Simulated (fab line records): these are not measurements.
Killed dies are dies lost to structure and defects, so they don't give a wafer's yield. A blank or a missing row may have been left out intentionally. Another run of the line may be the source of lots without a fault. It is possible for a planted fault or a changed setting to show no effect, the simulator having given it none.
A struck lot beside a sound one | flow sky130 | 44 out of 708 route steps
Sound: wafers L406.2, L406.4, L406.6. Struck: wafers L417.1, L417.4, L417.6. The cause comes at the end.
At each step with rows: each side's tool, then ch and its chambers, then its first start. Under that, the readings that differ: sound wafers | struck wafers | difference of the means | sigmas: that difference in standard deviations of wafers without a fault.
alike: words and numbers the same on both sides, and readings whose means are apart by under 2 such deviations; not compared: readings that were withheld, readings missing a value for some wafer, numbers with overlapping values and no deviation given by the record, and bounds like >300 which may hide the same value.
The two part at a step that has a row with sigmas, a row that says differs or no value, or rows on one side only. Numbers that have no deviation but don't overlap get no sigmas and don't part them. Lack of a reading on every wafer of one side parts them only where that side has two or more wafers.

SKY_FIELD_ISO_STRIP_16: strips in O2/N2.
  sound on plasma_asher-01 ch 0,1, day 2 07:30; struck on plasma_asher-04 ch 0,1, day 4 13:24
  alike: drypump_motor_current_A, oes_product_au, strip_time_to_endpoint_s
  not compared: rf_hours_counter_h
SKY_FIELD_ISO_ETCH_17: etches Si in HBr/Cl2/O2, target depth 342 nm, time 97.7 s.
  sound on rie_si-01 ch 1,3, day 2 07:36; struck on rie_si-01 ch 1,3, day 4 13:30
  alike: drypump_motor_current_A, he_backside_leak_sccm, mfc_cl2_sccm, oes_product_au, throttle_valve_pct
  not compared: rf_hours_counter_h
then, 5 steps without rows for these wafers: SKY_FIELD_ISO_WET_ETCH_18 (etches Si3N4 in H3PO4, target depth 25 nm, time 276.3 s); SKY_FIELD_ISO_CLEAN_19 (cleans in SC1/SC2, time 150 s); SKY_FIELD_ISO_CLEAN_20 (cleans in dHF, time 20 s); SKY_FIELD_ISO_WET_ETCH_21 (etches SiO2 in dHF, target depth 20 nm, time 400 s); SKY_FIELD_ISO_OXIDATION_22 (stabilise 600 s, purge 300 s, target thk 10 nm).
SKY_FIELD_ISO_THK_MEAS_23:
  sound on film_metro-02, day 2 09:19; struck on film_metro-02, day 4 15:49
  alike: FIELD_ISO_OXIDATION_01_THK
then, 1 step without rows for these wafers: SKY_FIELD_ISO_CVD_24 (deposits SiO2, target thk 595 nm, time 99.2 s).
SKY_FIELD_ISO_THK_MEAS_25:
  sound on film_metro-04, day 2 09:27; struck on film_metro-01, day 4 15:56
  alike: FIELD_ISO_CVD_24_THK
then, 1 step without rows for these wafers: SKY_FIELD_ISO_ANNEAL_26 (time 1800 s).
SKY_FIELD_ISO_CMP_27: polishes, stops on Si3N4, t overpolish 16 s, target thk 457.8 nm.
  sound on cmp-01 ch 1,2, day 2 12:16; struck on cmp-01 ch 0,2,3, day 4 18:32
  alike: motor_current_A, overpolish_run_s, time_to_endpoint_s
SKY_FIELD_ISO_WET_ETCH_28: etches SiO2 in dHF, target depth 23.7 nm, time 47 s.
  sound on wet_bench-01 ch 0, day 2 12:31; struck on wet_bench-01 ch 1, day 4 18:47
  reading                                    | sound             | struck            | difference | sigmas
  bath_heat_duty_pct (%)                     | 6.8 7.9 8.1       | 25.2 24.4 24.4    | +17.1      | +20
  temp_c (C)                                 | 25.04 25.01 24.88 | 41.54 41.46 41.48 | +16.52     | +99 or more
  model.SiO2_of_FIELD_ISO_CVD_24.thk_nm (nm) | 435.3 434.2 435.2 | 412.3 413 414.4   | -21.7      |
then, 4 steps without rows for these wafers: SKY_FIELD_ISO_WET_ETCH_29 (etches Si3N4 in H3PO4, target depth 160 nm, time 1825 s); SKY_FIELD_ISO_WET_ETCH_30 (etches SiO2 in dHF, target depth 25 nm, time 50 s); SKY_NWELL_CLEAN_00 (cleans in SC1/SC2, time 150 s); SKY_NWELL_OXIDATION_01 (stabilise 600 s, purge 300 s, target thk 10 nm).
SKY_NWELL_THK_MEAS_02:
  sound on film_metro-01, day 2 15:36; struck on film_metro-03, day 4 22:34
  alike: NWELL_OXIDATION_THK
then, 8 steps without rows for these wafers: SKY_DNWELL_DEHYDRATE_00 (time 60 s); SKY_DNWELL_HMDS_01 (prime time 60 s); SKY_DNWELL_COAT_02 (resist thk 3000 nm); SKY_DNWELL_SOFTBAKE_03; SKY_DNWELL_EXPOSE_04 (exposes mask DNM, target cd 3000 nm); SKY_DNWELL_PEB_05; SKY_DNWELL_DEVELOP_06 (develop time 60 s); SKY_DNWELL_IMPLANT_07.
SKY_DNWELL_STRIP_08: strips in O2/N2.
  sound on plasma_asher-04 ch 0,1, day 3 06:23; struck on plasma_asher-01 ch 0,1, day 5 15:50
  alike: drypump_motor_current_A, oes_product_au, strip_time_to_endpoint_s
  not compared: rf_hours_counter_h
SKY_DNWELL_TW_MEAS_09:
  sound on film_metro-01, day 3 06:30; struck on film_metro-04, day 5 15:56
  alike: DNWELL_TW
then, 7 steps without rows for these wafers: SKY_PWDE_DEHYDRATE_00 (time 60 s); SKY_PWDE_HMDS_01 (prime time 60 s); SKY_PWDE_COAT_02 (resist thk 3000 nm); SKY_PWDE_SOFTBAKE_03; SKY_PWDE_EXPOSE_04 (exposes mask PWDEM, target cd 840 nm); SKY_PWDE_PEB_05; SKY_PWDE_DEVELOP_06 (develop time 60 s).
SKY_PWDE_OVL_MEAS_07:
  sound on overlay-01, day 3 22:29; struck on overlay-02, day 6 10:26
  alike: PWDE_OVL
after that, 1 step had no rows for these wafers: SKY_PWDE_IMPLANT_08.
SKY_PWDE_STRIP_09: strips in O2/N2.
  sound on plasma_asher-03 ch 0,1, day 3 22:40; struck on plasma_asher-03 ch 0,1, day 6 10:37
  alike: drypump_motor_current_A, oes_product_au, strip_time_to_endpoint_s
  not compared: rf_hours_counter_h
SKY_PWDE_TW_MEAS_10:
  sound on film_metro-04, day 3 22:47; struck on film_metro-04, day 6 10:43
  reading | sound             | struck            | difference | sigmas
  PWDE_TW | 368.4 367.3 369.0 | 374.5 373.1 372.4 | +5.1       | +3
then, 3 steps without rows for these wafers: SKY_NWELL_DEHYDRATE_03 (time 60 s); SKY_NWELL_HMDS_04 (prime time 60 s); SKY_NWELL_COAT_05 (resist thk 3000 nm).
-- the record jumps here: 25 days lie between the struck wafers' starts before and after (it left off in module NWELL and takes up again in module SALICIDE, whose first step shown is number 361 of the route) --
SKY_SALICIDE_CLEAN_00: cleans in HF-last, time 30 s.
  sound on wet_bench-01 ch 3, day 27 21:23; struck on wet_bench-02 ch 1, day 31 15:31
  reading                                    | sound           | struck            | difference | sigmas
  model.SiO2_of_FIELD_ISO_CVD_24.thk_nm (nm) | 360 358.8 359.8 | 336.7 337.2 338.9 | -21.9      |
-- the record jumps here: 17 days lie between the struck wafers' starts before and after (it left off in module SALICIDE and takes up again in module PAD_OPEN, whose first step shown is number 708 of the route) --
SKY_PAD_OPEN_PROBE_99:
  sound on prober-02, day 45 20:01; struck on prober-01, day 48 12:49
  reading                               | sound                         | struck                        | difference | sigmas
  model.etest.pfet_16v.r_on_ohm_um      | 1.498e+04 1.499e+04 1.505e+04 | 1.416e+04 1.437e+04 1.403e+04 | -8.200e+02 |
  model.etest.res_iso_pwell.rs_ohm_sq   | 3068 3056 3085                | 2606 2709 2612                | -427       |
  model.etest.res_iso_pwell.line_ohm_um | 1169 1122 1151                | 975.9 1026 1001               | -146.4     |
  model.etest.cap_li_to_poly.c_af_um2   | 97.96 98.87 99.18             | 93.88 93.08 94.32             | -4.91      |
  model.etest.cap_poly_to_well.c_af_um2 | 92.67 92.55 93.77             | 95.54 98.7 97.35              | +4.20      |
  model.etest.field_p.vt_v (V)          | -40.51 -40.33 -40.59          | -34.6 -35.71 -34.55           | +5.5       |
  alike: killed_at_M0_to_M3, killed_at_M4_up, killed_at_contacts, killed_at_front_end, killed_at_other, killed_dies, killed_open, killed_short
  not compared: model.etest.res_p_drift_20v.line_ohm_um, model.etest.res_p_drift_20v.rs_ohm_sq

## WHERE THEY PART
Last at SKY_PWDE_TW_MEAS_10 as far as this record goes, first at SKY_FIELD_ISO_WET_ETCH_28. Later steps at which nothing parts them and some readings are alike: SKY_PAD_OPEN_PROBE_99.

WHY: what had been put in by the simulator
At SKY_FIELD_ISO_WET_ETCH_28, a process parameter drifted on wet_bench-01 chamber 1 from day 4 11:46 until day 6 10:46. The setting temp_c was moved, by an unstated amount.
